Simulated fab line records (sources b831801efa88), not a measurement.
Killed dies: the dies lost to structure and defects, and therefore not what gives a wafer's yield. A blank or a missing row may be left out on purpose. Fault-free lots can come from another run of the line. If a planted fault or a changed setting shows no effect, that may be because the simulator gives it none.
Problem report, 8D (eight disciplines) form, completed by code -- flow sky130 -- the parts of the form that need people (team, actions taken, sign-off) are left out

== 1. THE PROBLEM ==
POLY_GATE_CVD_00_THK at SKY_POLY_GATE_THK_MEAS_01 reads a mean of 166.3 nm on 3 wafers of 1 lot; wafers without a fault read 181.1 nm with a standard deviation of 1.5. That puts it -9.9 standard deviations away from the usual mean.
Earliest sighting: wafer L204.2 on film_metro-03 at day 17 16:40. At this step, 36 wafers from 12 lots have a number in the record. The rule behind "out" and "out of limits": a value lying over 4 standard deviations away from the usual mean. The other wafers with a number count as sound.

== 2. WHAT IT IS; WHAT IT IS NOT ==
question,is,is not
which readings at this step,POLY_GATE_CVD_00_THK,-
which lots,L204,"L197, L198, L199, L201, L202, L212, L213, L214, L215, L216, L217"
which wafers of those lots,all that have a number,-
read on which gauges,film_metro-03,"film_metro-02, film_metro-04"
when,from day 17 16:40,"up to then (15 sound wafers); but 18 sound wafers of L212, L213, L214, L215, L216, L217 came after"

== 3. SUSPECTS, AND WHAT RULES EACH OUT ==
Counting: a tool at any process step up to the reading remains a suspect when it ran all the lots that are out and ran no sound lot after the first of those.
- the gauge at SKY_POLY_GATE_THK_MEAS_01: ruled out. All the wafers that are out were read on film_metro-03, but those of them that SKY_POLY_GATE_ETCH_17 has rows for are out there too, on other tools.
- lpcvd-01 at SKY_POLY_GATE_CVD_00 (deposits poly-Si, target thk 180 nm, time 720 s): ruled out as a lasting fault. Following L204 (day 17 15:27), the first lot on it that is out, the sound lots L212, L213, L214, L216, L215, L217 were run on it.
Left after counting: nothing in the record.

== 4. THE CAUSE (what the simulator had put in) ==
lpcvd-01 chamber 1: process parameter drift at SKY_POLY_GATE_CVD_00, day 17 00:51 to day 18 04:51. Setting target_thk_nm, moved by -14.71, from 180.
It was ruled out by counting, in error; the rule expects a fault to strike all lots run on its tool from its start on, and this fault did not.

== 5. SEQUENCE OF EFFECTS, ordered by route ==
Rows list readings where the struck wafers' mean (over those with a number) sits beyond 3 standard deviations from the usual. Scope: only readings with a usual standard deviation given in the record; hours: median across lots of the time from each lot's start at the first step in this table that gives one to its start at this step; sigmas: change in usual standard deviations.
hours,step,reading,usual,on struck wafers,change,sigmas
0,SKY_POLY_GATE_THK_MEAS_01,POLY_GATE_CVD_00_THK,181.1 nm,166.3,-14.8,-9.9
74,SKY_POLY_GATE_ETCH_17,oes_product_au,0.990 a.u.,0.942,-0.048,-6.2
Here are the process steps it includes:
- SKY_POLY_GATE_ETCH_17: etches poly-Si in HBr/Cl2, stops on SiO2, target depth 180 nm, time 70.5 s.
At these later measuring or inspecting steps, every struck wafer for which the step has a row has a number for every such reading, and none has moved that far: SKY_LDD_N_TW_MEAS_17.

== 6. WHAT WOULD HAVE CAUGHT IT SOONER ==
Counted from the fault's start at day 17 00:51, it took 16 hours until the first out-of-limits reading at a measuring or inspecting step in this record, taken at day 17 16:40.
No tool reading at SKY_POLY_GATE_CVD_00 that has a usual standard deviation in the record was out on any struck wafer, so an alarm limit of 4 standard deviations on those readings would not have fired.
